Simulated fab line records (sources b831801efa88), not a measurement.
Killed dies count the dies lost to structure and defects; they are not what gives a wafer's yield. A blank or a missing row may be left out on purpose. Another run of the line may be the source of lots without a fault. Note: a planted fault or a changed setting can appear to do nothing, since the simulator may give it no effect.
A lot that was struck, set against a sound lot + flow sky130 + 21 steps out of a route of 708
Sound: these wafers, L925.2, L925.3, L925.6. Wafers struck: L933.2, L933.4, L933.5. At the end, the cause is stated.
Order at every step that has rows: each side's tool, ch and its chambers, its first start. Under that, the readings that differ: sound wafers + struck wafers + difference of the means + sigmas: that difference in standard deviations of wafers without a fault.
alike: readings with means less than 2 such deviations apart, plus words and numbers identical on both sides. not compared: withheld readings, readings lacking a value on some wafer, bounds such as >300 that could conceal the same value, and numbers that have no deviation in the record and whose values overlap.
The two part at a step that has a row with sigmas, a row that says differs or no value, or rows on one side only. Non-overlapping numbers with no deviation appear without sigmas and do not part them. A reading missing from all wafers of one side parts the sides only when that side holds two or more wafers.

SKY_POLY_GATE_THK_MEAS_21:
  sound: film-metro-04 at day 18 00:56; struck: film-metro-04 at day 20 22:41
| reading                      | sound          | struck         | difference | sigmas |
|------------------------------|----------------|----------------|------------|--------|
| POLY_GATE_OXIDATION_THK (nm) | 3.87 3.89 3.97 | 4.09 4.15 4.12 | +0.21      | +3     |
SKY_POLY_GATE_CD_MEAS_22:
  sound: cd-sem-01 at day 18 01:01; struck: cd-sem-01 at day 20 22:46
  alike: cd-nm
then, 7 steps without rows for these wafers: SKY_LDD_N_DEHYDRATE_00 (time 60 s); SKY_LDD_N_HMDS_01 (prime time 60 s); SKY_LDD_N_COAT_02 (resist thk 300 nm); SKY_LDD_N_SOFTBAKE_03 (time 60 s); SKY_LDD_N_EXPOSE_04 (exposes mask NTM, target cd 840 nm); SKY_LDD_N_PEB_05; SKY_LDD_N_DEVELOP_06 (develop time 60 s).
SKY_LDD_N_OVL_MEAS_07:
  sound: overlay-02 at day 19 07:55; struck: overlay-02 at day 22 04:59
| reading        | sound       | struck         | difference | sigmas |
|----------------|-------------|----------------|------------|--------|
| LDD_N_OVL (nm) | 1.9 1.3 2.0 | -2.3 -0.6 -1.1 | -3.1       | -2     |
then, 2 steps without rows for these wafers: SKY_LDD_N_IMPLANT_08; SKY_LDD_N_IMPLANT_09.
SKY_LDD_N_IMPLANT_10:
  sound on implanter-01 ch 0, day 19 08:16; struck on implanter-01 ch 0, day 22 05:21
| reading            | sound                       | struck                         | difference  | sigmas      |
|--------------------|-----------------------------|--------------------------------|-------------|-------------|
| beam-on-s (s)      | 10.01 10.06 10.04           | 41.75 40.80 40.75              | +31.06      | +99 or more |
| dose-ions-cm2      | 7.502e+13 7.5e+13 7.498e+13 | 3.7318e+14 3.73e+14 3.7308e+14 | +2.9809e+14 | +99 or more |
| faraday-current-uA | 424 419 422                 | 507 517 513                    | +91         | +12         |
then, 5 steps without rows for these wafers: SKY_LDD_N_IMPLANT_11; SKY_LDD_N_IMPLANT_12; SKY_LDD_N_IMPLANT_13; SKY_LDD_N_IMPLANT_14; SKY_LDD_N_IMPLANT_15.
SKY_LDD_N_STRIP_16: strips in O2/N2.
  sound on plasma-asher-03 ch 0,1, day 19 09:08; struck on plasma-asher-02 ch 0, day 22 06:13
| reading                      | sound             | struck            | difference | sigmas |
|------------------------------|-------------------|-------------------|------------|--------|
| strip-time-to-endpoint-s (s) | 4.316 4.342 4.326 | 5.083 5.070 5.048 | +0.739     | +46    |
  alike: drypump-motor-current-A, oes-product-au
  not compared: rf-hours-counter-h
SKY_LDD_N_TW_MEAS_17:
  sound: film-metro-03 at day 19 09:15; struck: film-metro-03 at day 22 06:34
| reading  | sound          | struck         | difference | sigmas |
|----------|----------------|----------------|------------|--------|
| LDD_N_TW | 2559 2556 2538 | 2844 2837 2845 | +291       | +11    |
  not compared: hold
-- record jumps: 26 days separate the struck wafers' starts on either side; left off in module LDD_N, taken up again in module PAD_OPEN, whose first shown step is the route's number 708 --
SKY_PAD_OPEN_PROBE_99:
  sound: prober-02 at day 46 20:34; struck: prober-01 at day 48 13:50
| reading                                      | sound                | struck               | difference | sigmas |
|----------------------------------------------|----------------------|----------------------|------------|--------|
| model.etest.tip-n.rs-ohm-sq                  | 445.4 445.8 446.5    | 305.2 308.8 306.2    | -139.2     |        |
| model.etest.nfet_01v8.r-on-ohm-um            | 819.1 832.8 831      | 773.1 757.1 756      | -65.6      |        |
| model.etest.nfet_01v8_swapped.drive-ua-um    | 513 512.5 499.5      | 548 552.6 552.6      | +43        |        |
| model.etest.nfet_01v8_turned.drive-ua-um     | 516.8 506.9 503.4    | 550.9 552.6 554.2    | +43.5      |        |
| model.etest.nfet_01v8_lvt.drive-ua-um        | 582.3 577.3 572.4    | 610.1 620 625.6      | +41.2      |        |
| model.etest.nfet_01v8.drive-ua-um            | 517.4 505.9 503.8    | 537 547.3 553.5      | +37        |        |
| model.etest.nfet_01v8_swapped.off-log10-a-um | -13.57 -13.29 -13.44 | -13.17 -13.19 -13.03 | +0.30      |        |
  alike: killed_at_M0_to_M3, killed_at_M4_up, killed-at-contacts, killed-at-front-end, killed-at-other, killed-dies, killed-open, killed-short
  not compared: model.etest.sram-nfet-pass.drive-ua-um

## WHERE THEY PART
Last at SKY_LDD_N_TW_MEAS_17 as far as this record goes, first at SKY_POLY_GATE_THK_MEAS_21. Later steps at which nothing parts them and some readings are alike: SKY_PAD_OPEN_PROBE_99.

WHY: the cause the simulator had injected
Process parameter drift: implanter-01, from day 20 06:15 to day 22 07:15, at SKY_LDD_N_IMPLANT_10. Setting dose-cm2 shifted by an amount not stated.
